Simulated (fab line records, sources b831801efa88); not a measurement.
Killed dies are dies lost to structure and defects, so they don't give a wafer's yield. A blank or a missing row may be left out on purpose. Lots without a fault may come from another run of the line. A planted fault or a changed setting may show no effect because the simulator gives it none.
A struck lot beside a sound one | flow sky130 | 14 steps out of a route of 708
Sound: wafers L675.2, L675.4, L675.5. Struck: wafers L689.1, L689.5, L689.6. The cause comes at the end.
At each step with rows: each side's tool, then ch and its chambers, then its first start. Under that, the readings that differ: sound wafers | struck wafers | difference of the means | sigmas: that difference in standard deviations of wafers without a fault.
alike: readings whose means differ by less than 2 such deviations, and words and numbers that are the same on both sides. not compared: withheld readings, readings that some wafer has no value for, bounds like >300 that may hide the same value, and numbers for which the record gives no deviation and whose values overlap.
The two part at a step that has a row with sigmas, a row that says differs or no value, or rows on one side only. Numbers that don't overlap but have no deviation are shown without sigmas and don't part them. A reading that every wafer of one side lacks parts them only if that side has two wafers or more.

SKY_CONTACT_OVL_MEAS_15:
  sound on overlay-02, day 33 01:18; struck on overlay-01, day 37 15:19
  alike: CONTACT_OVL
SKY_CONTACT_ETCH_16: etches BARC in N2/H2, stops on SiO2, time 45.9 s, target depth 60 nm.
  sound on rie_diel-03 ch 0,3, day 33 01:20; struck on rie_diel-01 ch 1,2,3, day 37 15:21
  reading                | sound                | struck               | difference | sigmas
  throttle_valve_pct (%) | 13.232 13.224 13.246 | 13.216 13.218 13.205 | -0.021     | -2
  alike: drypump_motor_current_A, h2_flow_sccm, oes_product_au
  not compared: rf_hours_counter_h
SKY_CONTACT_ETCH_17: etches SiO2 in C4F8/O2/Ar, stops on Si3N4, target depth 340 nm.
  sound on rie_diel-03 ch 0,3, day 33 01:22; struck on rie_diel-01 ch 1,2,3, day 37 15:24
  alike: oes_product_au
then, 1 step without rows for these wafers: SKY_CONTACT_ETCH_18 (etches Si3N4 in CHF3/O2, stops on TiN, time 39 s, target depth 75 nm).
SKY_CONTACT_STRIP_19: strips in O2/N2.
  sound on plasma_asher-01 ch 0,1, day 33 01:28; struck on plasma_asher-04 ch 0,1, day 37 15:29
  alike: drypump_motor_current_A, oes_product_au, strip_time_to_endpoint_s
  not compared: rf_hours_counter_h
then, 3 steps without rows for these wafers: SKY_CONTACT_STRIP_20 (strips in post etch residue remover, time 1200 s); SKY_CONTACT_CLEAN_21 (cleans in IPA, time 180 s); SKY_CONTACT_CLEAN_22 (cleans in O3/DIW).
SKY_CONTACT_SPUTTER_23: material TiN, target thk 20 nm, time 80 s.
  sound on pvd_sputter-01, day 33 02:04; struck on pvd_sputter-01, day 37 16:05
  alike: throttle_valve_pct
SKY_CONTACT_CVD_24: deposits W, target thk 340 nm, time 102.12 s.
  sound on cvd_w-01 ch 0,1, day 33 02:08; struck on cvd_w-02 ch 0,1, day 37 16:08
  alike: heater_power_w
SKY_CONTACT_RS_MEAS_25: measures by four-point-probe.
  sound on film_metro-03, day 33 02:16; struck on film_metro-02, day 37 16:15
  reading               | sound             | struck            | difference | sigmas
  CONTACT_W_RS (ohm/sq) | 0.344 0.342 0.339 | 0.330 0.330 0.326 | -0.013     | -3
SKY_CONTACT_THK_MEAS_26: measures by xrf.
  sound on film_metro-03, day 33 02:22; struck on film_metro-02, day 37 16:22
  reading            | sound       | struck      | difference | sigmas
  CONTACT_W_THK (nm) | 331 334 336 | 343 344 348 | +11        | +2
SKY_CONTACT_CMP_27: polishes, stops on SiO2, t overpolish 15 s, target thk 0 nm.
  sound on cmp-02 ch 0,1, day 33 02:25; struck on cmp-01 ch 0,1,2, day 37 16:32
  no value came back on the struck wafers for any of 6 readings (edge_zone_pressure_frac, head_pressure_psi (psi) and others); on the sound wafers edge_zone_pressure_frac reads 1.001 0.993 0.995
  reading                                     | sound             | struck            | difference | sigmas
  model.W_of_CONTACT_CVD_24.thk_nm (nm)       | 0 0 0             | 346.2 346.1 351.1 | +347.8     |
  model.SiO2_of_CONTACT_HDPCVD_02.thk_nm (nm) | 336.4 336.4 335.6 | 341.9 340.4 339.5 | +4.5       |
-- the record jumps here: 12 days lie between the struck wafers' starts before and after (it left off in module CONTACT and takes up again in module PAD_OPEN, whose first step shown is number 708 of the route) --
SKY_PAD_OPEN_PROBE_99:
  sound on prober-01, day 46 22:27; struck on prober-01, day 50 04:29
  reading            | sound    | struck      | difference | sigmas
  killed_at_contacts | 15 25 21 | 437 423 430 | +410       | +73
  killed_dies        | 87 81 72 | 492 492 492 | +412       | +44
  killed_on_rim      | 18 12 14 | 96 96 96    | +81        | +21
  alike: killed_at_M0_to_M3, killed_at_M4_up, killed_at_front_end, killed_at_other, killed_open, killed_short

WHERE THEY PART
First at SKY_CONTACT_ETCH_16; last, within this record, at SKY_PAD_OPEN_PROBE_99.

WHY: what the simulator had put in
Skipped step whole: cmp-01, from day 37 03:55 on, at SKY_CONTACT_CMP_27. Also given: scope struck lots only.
